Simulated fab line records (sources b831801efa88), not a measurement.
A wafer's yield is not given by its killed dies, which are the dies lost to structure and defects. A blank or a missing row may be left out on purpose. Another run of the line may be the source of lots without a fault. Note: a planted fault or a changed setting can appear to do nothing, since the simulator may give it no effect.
Tool commonality check | flow gf180mcu | 11 lots, 33 wafers sampled

WHY IT WAS OPENED
Of 11 lots, 2 have the reading CONTACT_W_RS flagged at GF_CONTACT_RS_MEAS_25. Fault-free wafers read 0.383 ohm/sq, with a standard deviation of 0.0044.
Rule: a lot gets a flag if all its wafers with a number sit over 4 standard deviations from that mean, or if no wafer of it has a number. As for the other lots, they are considered sound.

lot  | measured     | on           | CONTACT_W_RS (ohm/sq), wafer by wafer | flag
L659 | day 15 21:05 | filmMetro-03 | 0.379 0.384 0.375                     | 
L660 | day 16 12:07 | filmMetro-03 | 0.389 0.378 0.386                     | 
L661 | day 16 20:58 | filmMetro-03 | 0.388 0.388 0.393                     | 
L663 | day 17 16:04 | filmMetro-03 | 0.375 0.382 0.379                     | 
L664 | day 17 21:27 | filmMetro-02 | 0.381 0.378 0.378                     | 
L668 | day 19 07:46 | filmMetro-03 | 0.382 0.384 0.383                     | 
L673 | day 21 11:47 | filmMetro-02 | 0.201 0.203 0.203                     | FLAGGED
L674 | day 21 18:25 | filmMetro-01 | 0.203 0.204 0.202                     | FLAGGED
L678 | day 22 23:53 | filmMetro-02 | 0.394 0.392 0.382                     | 
L679 | day 23 04:24 | filmMetro-02 | 0.379 0.382 0.374                     | 
L682 | day 24 07:37 | filmMetro-03 | 0.382 0.375 0.386                     | 
On average the flagged lots' numbers are 0.203 ohm/sq, which is -0.180 ohm/sq against the usual, or -41 standard deviations.

WHICH TOOL EACH LOT WENT THROUGH
The record holds 1 process step before the reading, out of a route of 602 steps. Each cell gives the tool, then ch followed by the chambers the sampled wafers passed through, then the start.
lot  | flag    | GF_CONTACT_CVD_24
L659 |         | cvdW-01 ch 0,1, day 15 20:57
L660 |         | cvdW-01 ch 0,1, day 16 11:59
L661 |         | cvdW-02 ch 0,1, day 16 20:51
L663 |         | cvdW-02 ch 0,1, day 17 15:58
L664 |         | cvdW-02 ch 0,1, day 17 21:19
L668 |         | cvdW-02 ch 0,1, day 19 07:40
L673 | FLAGGED | cvdW-02 ch 0,1, day 21 11:40
L674 | FLAGGED | cvdW-02 ch 0,1, day 21 18:18
L678 |         | cvdW-01 ch 0,1, day 22 23:47
L679 |         | cvdW-01 ch 0,1, day 23 04:18
L682 |         | cvdW-01 ch 0,1, day 24 07:31
What is done by these steps:
- GF_CONTACT_CVD_24: deposits W, target thk 300 nm, time 90.339 s.
- GF_CONTACT_RS_MEAS_25: measures by four-point-probe.

FLAGGED AGAINST TOTAL, ONE TOOL AT A TIME (gauges that did the reading follow at the end)
step                  | tool         | lots run | flagged | share of the flagged lots | sound lots run after its first flagged lot
GF_CONTACT_CVD_24     | cvdW-01      | 5        | 0       | none                      | -
GF_CONTACT_CVD_24     | cvdW-02      | 6        | 2       | all                       | 0
GF_CONTACT_RS_MEAS_25 | filmMetro-01 | 1        | 1       | some                      | 0
GF_CONTACT_RS_MEAS_25 | filmMetro-02 | 4        | 1       | some                      | 2 (L678,L679)
GF_CONTACT_RS_MEAS_25 | filmMetro-03 | 6        | 0       | none                      | -

WHAT IS ALLOWED BY THE TABLE
Rows of the table that ran each flagged lot: 1, that is cvdW-02 at GF_CONTACT_CVD_24.
- cvdW-02 at GF_CONTACT_CVD_24: 2 of its 6 lots flagged. Its last sound lot is L668 (day 19 07:40), its first flagged lot L673 (day 21 11:40): a fault that began between those two fits.
What remains is a single tool, cvdW-02 at GF_CONTACT_CVD_24.

WHAT THE SIMULATOR PUT IN
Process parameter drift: cvdW-02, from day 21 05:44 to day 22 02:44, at GF_CONTACT_CVD_24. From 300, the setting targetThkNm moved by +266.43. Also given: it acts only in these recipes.
Shown lots that were struck: L673, L674. The rule given above showed the same thing.
